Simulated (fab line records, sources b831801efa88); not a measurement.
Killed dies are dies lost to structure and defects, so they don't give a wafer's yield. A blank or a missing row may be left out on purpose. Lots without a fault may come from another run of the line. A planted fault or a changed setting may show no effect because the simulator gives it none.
fab line records | flow sky130
record lots=10 wafers=30 last_day=50
route steps=708 shown SD_P@328 LI_CONTACT@365 LOCAL_INTERCONNECT@387 CONTACT@425
lots that met no fault: from a run of the same line without faults
start_h: hours from the record's first day to the start of the lot's first wafer shown | wait_h: hours since the lot's step before | " the same as in the row above | L1.1+2: a row that stands for several wafers | - no value, or no start given | * or withheld: withheld | < > ~ a bound
route shown NAME@n: a module of which the file shows steps, and the number in the route of the first | usual: mean/standard deviation of fault-free wafers | same: alike in all rows | chamber/n: place in a boat | sites: the reading at each site | _std_site: their standard deviation | _edge_site: outer sites' mean less inner sites' | radius_mm: how far each site lies from the wafer's centre | mask NAME#n: copy n | behind: the tool/chamber that last shaped the wafer | hold: why the lot was held/for how many hours/how that ended | device: the transistor (n, p or np) that didn't switch | end of line: the same wafers' tests at the end of the route | a step without rows: its recipe alone | killed: dies lost to structure and defects at the first sort, not the wafer's yield | map: a wafer's dies, x killed, . not, _ none there
set.NAME: the setting as run; set.NAME@STEP: as run at that earlier step | model.NAME: the simulator's own value behind a step, which no gauge read
steps of the route over a sample of lots; a table a step, a row a wafer
services: from which hour (start_h, from the record's first day; less than 0 if before it) a tool's chamber was out of use, for how many hours, and why
## steps
# step SKY_SD_P_OVL_MEAS_08
# usual SD_P_OVL=0.8/1.3
# columns lot.wafer tool chamber start_h wait_h SD_P_OVL[nm]
L949.1 overlay-01 - 604.45 0.1 0.7
L949.3 " - " " 1.2
L949.6 " - " " 0.6
L950.2 overlay-01 - 604.76 0.1 -0.2
L950.5 " - " " -0.3
L950.6 " - " " 0.6
L957.2 overlay-01 - 658.37 0.1 2.1
L957.5 " - " " 1.0
L957.6 " - " " 2.0
L958.1 overlay-01 - 665.90 0.1 -0.1
L958.2 " - " " 1.8
L958.6 " - " " 0.7
L961.3 overlay-01 - 684.97 0.1 2.3
L961.4 " - " " 0.7
L961.5 " - " " 4.3
L968.3 overlay-01 - 751.26 0.1 3.1
L968.5 " - " " 3.4
L968.6 " - " " 1.9
L969.3 overlay-01 - 758.58 0.1 -0.5
L969.4 " - " " 0.4
L969.6 " - " " 0.7
L970.1 overlay-01 - 774.76 0.1 1.1
L970.2 " - " " 0.4
L970.6 " - " " 2.4
L971.1 overlay-02 - 775.66 0.1 -0.8
L971.4 " - " " 1.5
L971.6 " - " " 0.8
L972.3 overlay-02 - 792.97 0.1 2.2
L972.5 " - " " 2.9
L972.6 " - " " 2.3
# step SKY_LI_CONTACT_BOW_MEAS_03
# recipe mode=bow
# usual LI_CONTACT_BOW=58/6.4
# columns lot.wafer tool chamber start_h wait_h LI_CONTACT_BOW[um]
L949.1 film_metro-04 - 664.02 0.1 63
L949.3 " - " " 54
L949.6 " - " " 51
L950.2 film_metro-01 - 664.34 0.1 52
L950.5 " - " " 56
L950.6 " - " " 62
L957.2 film_metro-04 - 716.13 0.2 50
L957.5 " - " " 53
L957.6 " - " " 54
L958.1 film_metro-01 - 723.36 0.1 67
L958.2 " - " " 62
L958.6 " - " " 66
L961.3 film_metro-01 - 742.10 0.3 52
L961.4 " - " " 63
L961.5 " - " " 53
L968.3 film_metro-01 - 806.10 0.2 66
L968.5 " - " " 59
L968.6 " - " " 60
L969.3 film_metro-04 - 813.64 0.2 52
L969.4 " - " " 53
L969.6 " - " " 51
L970.1 film_metro-01 - 828.32 0.2 62
L970.2 " - " " 67
L970.6 " - " " 62
L971.1 film_metro-01 - 829.66 0.2 41
L971.4 " - " " 58
L971.6 " - " " 61
L972.3 film_metro-04 - 845.90 0.3 64
L972.5 " - " " 56
L972.6 " - " " 60
# step SKY_LOCAL_INTERCONNECT_SPUTTER_00
# recipe material=TiN target_thk_nm=100 temp_c=300 power_w=6686 time_s=83.3 chamber_pressure_pa=0.4
# usual susceptor_temp_C=300.02/0.2 throttle_valve_pct=29.5/0.95
# columns lot.wafer tool chamber start_h wait_h susceptor_temp_C throttle_valve_pct
L949.1 pvd_sputter-02 - 693.76 0.2 300.34 29.5
L949.3 " - " " 300.19 29.7
L949.6 " - " " 300.08 29.4
L950.2 pvd_sputter-04 - 694.11 0.1 300.23 30.5
L950.5 " - " " 300.01 31.6
L950.6 " - " " 300.00 28.8
L957.2 pvd_sputter-03 - 745.29 0.2 - 29.5
L957.5 " - " " - 29.6
L957.6 " - " " - 27.9
L958.1 pvd_sputter-03 - 752.57 0.1 - 29.5
L958.2 " - " " - 30.8
L958.6 " - " " - 29.1
L961.3 pvd_sputter-03 - 770.95 0.1 - 29.4
L961.4 " - " " - 29.6
L961.5 " - " " - 27.8
L968.3 pvd_sputter-02 - 832.45 0.2 299.53 28.5
L968.5 " - " " 300.48 30.1
L968.6 " - " " 300.44 28.7
L969.3 pvd_sputter-03 - 841.06 0.1 299.81 27.9
L969.4 " - " " 299.88 29.4
L969.6 " - " " 300.30 29.7
L970.1 pvd_sputter-02 - 855.97 0.2 299.63 29.5
L970.2 " - " " 299.77 28.4
L970.6 " - " " 299.88 29.5
L971.1 pvd_sputter-03 - 857.49 0.1 300.12 29.4
L971.4 " - " " 300.32 27.7
L971.6 " - " " 300.17 29.3
L972.3 pvd_sputter-02 - 873.13 0.2 300.22 29.8
L972.5 " - " " 300.22 29.7
L972.6 " - " " 300.43 29.3
# step SKY_LOCAL_INTERCONNECT_RS_MEAS_01
# recipe thk_meas_gauge=four-point-probe reads=TiN_of_LOCAL_INTERCONNECT_SPUTTER_00
# usual LOCAL_INTERCONNECT_TIN_RS=13.81/0.19
# columns lot.wafer tool chamber start_h wait_h LOCAL_INTERCONNECT_TIN_RS[ohm/sq]
L949.1 film_metro-02 - 693.82 0.0 14.13
L949.3 " - " " 14.08
L949.6 " - " " 14.04
L950.2 film_metro-01 - 694.19 0.1 14.14
L950.5 " - " " 14.10
L950.6 " - " " 14.31
L957.2 film_metro-03 - 745.38 0.1 14.41
L957.5 " - " " 14.42
L957.6 " - " " 14.56
L958.1 film_metro-02 - 752.63 0.0 14.43
L958.2 " - " " 14.60
L958.6 " - " " 14.65
L961.3 film_metro-02 - 771.06 0.1 14.57
L961.4 " - " " 14.37
L961.5 " - " " 14.60
L968.3 film_metro-03 - 832.56 0.1 13.78
L968.5 " - " " 13.92
L968.6 " - " " 13.79
L969.3 film_metro-03 - 841.16 0.1 13.85
L969.4 " - " " 13.72
L969.6 " - " " 13.52
L970.1 film_metro-03 - 856.04 0.0 13.75
L970.2 " - " " 13.64
L970.6 " - " " 13.76
L971.1 film_metro-01 - 857.55 0.0 13.56
L971.4 " - " " 13.67
L971.6 " - " " 13.52
L972.3 film_metro-03 - 873.23 0.1 13.63
L972.5 " - " " 13.69
L972.6 " - " " 13.73
# step SKY_LOCAL_INTERCONNECT_THK_MEAS_02
# recipe thk_meas_gauge=xrf reads=TiN_of_LOCAL_INTERCONNECT_SPUTTER_00
# usual LOCAL_INTERCONNECT_TIN_THK=101.3/1.5
# columns lot.wafer tool chamber start_h wait_h LOCAL_INTERCONNECT_TIN_THK[nm]
L949.1 film_metro-02 - 693.94 0.1 99.9
L949.3 " - " " 99.5
L949.6 " - " " 100.4
L950.2 film_metro-01 - 694.30 0.1 97.9
L950.5 " - " " 98.8
L950.6 " - " " 96.9
L957.2 film_metro-03 - 745.49 0.1 96.8
L957.5 " - " " 96.5
L957.6 " - " " 95.6
L958.1 film_metro-02 - 752.75 0.1 97.4
L958.2 " - " " 96.9
L958.6 " - " " 96.0
L961.3 film_metro-02 - 771.16 0.1 96.8
L961.4 " - " " 98.2
L961.5 " - " " 97.0
L968.3 film_metro-03 - 832.66 0.1 101.3
L968.5 " - " " 99.8
L968.6 " - " " 101.7
L969.3 film_metro-03 - 841.26 0.1 101.3
L969.4 " - " " 102.6
L969.6 " - " " 103.2
L970.1 film_metro-03 - 856.16 0.1 101.5
L970.2 " - " " 103.0
L970.6 " - " " 101.7
L971.1 film_metro-01 - 857.67 0.1 102.2
L971.4 " - " " 101.9
L971.6 " - " " 102.4
L972.3 film_metro-03 - 873.33 0.1 102.0
L972.5 " - " " 101.5
L972.6 " - " " 100.7
# step SKY_LOCAL_INTERCONNECT_METAL_ETCH_14
# recipe target_depth_nm=110 stop_on=PSG chemistry=Cl2/BCl3 target=TiN resist_sidewall_deg=88 pressure_mtorr=10 icp_w=900 bias_w=48.5 Cl2_flow_sccm=60 bcl3_flow_sccm=30 time_s=31.4
# usual drypump_motor_current_A=5.6/0.52 he_backside_leak_sccm=3.4/0.32 oes_product_au=0.954/0.0084 throttle_valve_pct=21.893/0.0094
# columns lot.wafer tool chamber start_h wait_h drypump_motor_current_A he_backside_leak_sccm oes_product_au rf_hours_counter_h throttle_valve_pct
L949.1 rie_metal-04 0 722.11 0.0 6.6 3.4 0.934 9 21.909
L949.3 " 1 " " 6.1 3.2 0.936 - 21.902
L949.6 " 1 " " 6.2 3.3 0.946 - 21.907
L950.2 rie_metal-01 0 722.25 0.0 5.5 3.4 0.933 8 21.899
L950.5 " 1 " " 5.8 3.4 0.948 - 21.922
L950.6 " 0 " " 5.5 3.5 0.932 - 21.911
L957.2 rie_metal-01 1 772.75 0.0 5.8 3.6 0.929 9 21.892
L957.5 " 0 " " 5.5 3.4 0.931 - 21.918
L957.6 " 1 " " 5.8 3.8 0.927 - 21.904
L958.1 rie_metal-01 1 779.79 0.0 5.8 3.4 0.926 9 21.905
L958.2 " 0 " " 5.5 3.8 0.925 10 21.921
L958.6 " 0 " " 5.5 3.6 0.918 - 21.905
L961.3 rie_metal-01 1 798.18 0.0 5.8 3.2 0.932 - 21.908
L961.4 " 0 " " 5.5 3.2 0.932 - 21.905
L961.5 " 0 " " 5.5 3.5 0.923 - 21.920
L968.3 rie_metal-01 1 858.47 0.0 5.8 3.5 0.956 - 21.880
L968.5 " 0 " " 5.5 3.3 0.948 - 21.895
L968.6 " 1 " " 5.8 3.5 0.954 - 21.896
L969.3 rie_metal-01 0 867.37 0.0 5.5 3.6 0.955 - 21.892
L969.4 " 1 " " 5.8 3.7 0.965 - 21.880
L969.6 " 0 " " 5.5 3.3 0.964 - 21.888
L970.1 rie_metal-04 1 881.95 0.0 6.1 3.2 0.955 8 21.902
L970.2 " 0 " " 6.6 3.2 0.964 16 21.892
L970.6 " 0 " " 6.6 3.5 0.959 - 21.886
L971.1 rie_metal-01 0 883.86 0.0 5.5 3.4 0.954 14 21.894
L971.4 " 1 " " 5.8 6.4 0.962 - 21.897
L971.6 " 1 " " 5.8 3.6 0.962 - 21.897
L972.3 rie_metal-02 1 899.52 0.0 4.9 3.3 0.959 - 21.902
L972.5 " 0 " " 4.9 3.3 0.961 - 21.896
L972.6 " 1 " " 4.9 2.9 0.956 - 21.881
# step SKY_CONTACT_STRIP_19
# recipe chemistry=O2/N2 power_w=1400 pressure_mtorr=1500 platen_temp_c=withheld o2_flow_sccm=3000 n2_flow_sccm=300 overash_fraction=0.5
# usual drypump_motor_current_A=5.6/0.53 oes_product_au=0.380/0.0048 strip_time_to_endpoint_s=3.58/0.032
# columns lot.wafer tool chamber start_h wait_h drypump_motor_current_A oes_product_au rf_hours_counter_h strip_time_to_endpoint_s
L949.1 plasma_asher-02 1 751.12 - 6.1 0.384 62 3.60
L949.3 " 0 " " 5.0 0.382 - 3.59
L949.6 " 1 " " 6.1 0.376 - 3.59
L950.2 plasma_asher-01 1 751.77 - 5.6 0.376 33 3.60
L950.5 " 0 " " 6.4 0.382 - 3.59
L950.6 " 1 " " 5.6 0.382 - 3.60
L957.2 plasma_asher-01 1 800.67 - 5.7 0.384 38 3.50
L957.5 " 1 " " 5.7 0.379 - 3.59
L957.6 " 0 " " 6.3 0.383 - 3.59
L958.1 plasma_asher-01 1 807.17 - 5.7 0.375 38 3.54
L958.2 " 0 " " 6.3 0.374 38 3.59
L958.6 " 1 " " 5.6 0.371 - 3.57
L961.3 plasma_asher-04 1 825.71 - 5.2 0.377 - 3.57
L961.4 " 0 " " 5.0 0.377 - 3.56
L961.5 " 1 " " 5.2 0.380 - 3.55
L968.3 plasma_asher-01 1 886.35 - 5.7 0.379 - 3.54
L968.5 " 0 " " 6.4 0.380 - 3.59
L968.6 " 1 " " 5.7 0.370 - 3.49
L969.3 plasma_asher-01 1 894.10 - 5.6 0.379 - 3.64
L969.4 " 0 " " 6.3 0.380 - 3.65
L969.6 " 0 " " 6.4 0.373 - 3.65
L970.1 plasma_asher-04 1 908.72 - 5.2 0.382 110 3.62
L970.2 " 0 " " 5.0 0.378 110 3.59
L970.6 " 0 " " 5.0 0.391 - 3.62
L971.1 plasma_asher-04 0 910.27 - 5.0 0.385 110 3.59
L971.4 " 1 " " 5.2 0.377 - 3.64
L971.6 " 0 " " 5.0 0.390 - 3.66
L972.3 plasma_asher-04 1 926.10 - 5.2 0.382 - 3.59
L972.5 " 1 " " 5.2 0.379 - 3.60
L972.6 " 0 " " 5.0 0.381 - 3.58
## services
# columns tool chamber start_h hours kind
pvd_sputter-02 - 689.40 2.7 repair
rie_metal-01 1 693.43 1.5 repair
rie_metal-02 1 695.24 19.6 repair
pvd_sputter-03 - 697.27 6.2 repair
rie_metal-01 0 702.32 2.2 repair
pvd_sputter-03 - 706.68 1.0 repair
rie_metal-04 - 727.61 1.1 repair
pvd_sputter-04 1 753.68 - consumable_replace:kit
pvd_sputter-04 1 753.68 18.0 scheduled_down
pvd_sputter-04 1 753.68 18.0 vent_cycle
rie_metal-02 - 772.59 1.4 pm
rie_metal-02 1 788.44 - clean
rie_metal-02 1 788.44 36.4 scheduled_down
pvd_sputter-02 3 793.53 - consumable_replace:kit
pvd_sputter-02 3 793.53 18.0 scheduled_down
pvd_sputter-02 3 793.53 18.0 vent_cycle
rie_metal-04 - 797.90 0.3 repair
pvd_sputter-03 3 832.59 - consumable_replace:kit
pvd_sputter-03 3 832.59 18.0 scheduled_down
pvd_sputter-03 3 832.59 18.0 vent_cycle
plasma_asher-02 - 847.10 3.0 repair
plasma_asher-04 - 854.93 2.8 pm
rie_metal-02 1 860.80 12.3 repair
plasma_asher-01 - 908.18 2.8 pm
## key
first_sign step=SKY_LOCAL_INTERCONNECT_RS_MEAS_01 reading=LOCAL_INTERCONNECT_TIN_RS direction=up sigmas=3.6 usual=13.81 struck=14.51
effect step=SKY_LOCAL_INTERCONNECT_THK_MEAS_02 reading=LOCAL_INTERCONNECT_TIN_THK direction=down sigmas=3.1 usual=101.3 struck=96.8
effect step=SKY_LOCAL_INTERCONNECT_METAL_ETCH_14 reading=oes_product_au direction=down sigmas=3.2 usual=0.954 struck=0.927
met_at SKY_LOCAL_INTERCONNECT_SPUTTER_00
struck_lots L957,L958,L961
tester_left_out L957,L958,L961
not_acting_at SKY_SD_P_OVL_MEAS_08,SKY_LI_CONTACT_BOW_MEAS_03,SKY_CONTACT_STRIP_19
fault kind=process_parameter_drift tool=pvd_sputter-03 chamber=- onset_h=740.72 steps=SKY_LOCAL_INTERCONNECT_SPUTTER_00 channel=time_s offset=* shape=step end_h=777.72 acts_in=* stated=*
# tester_left_out: of these lots the tester's yield and bins aren't shown, on N5 and GAA mostly nor the transistor test; their killed dies are dies lost to structure and defects alone, not to doping, threshold or leakage, so they don't give the yield
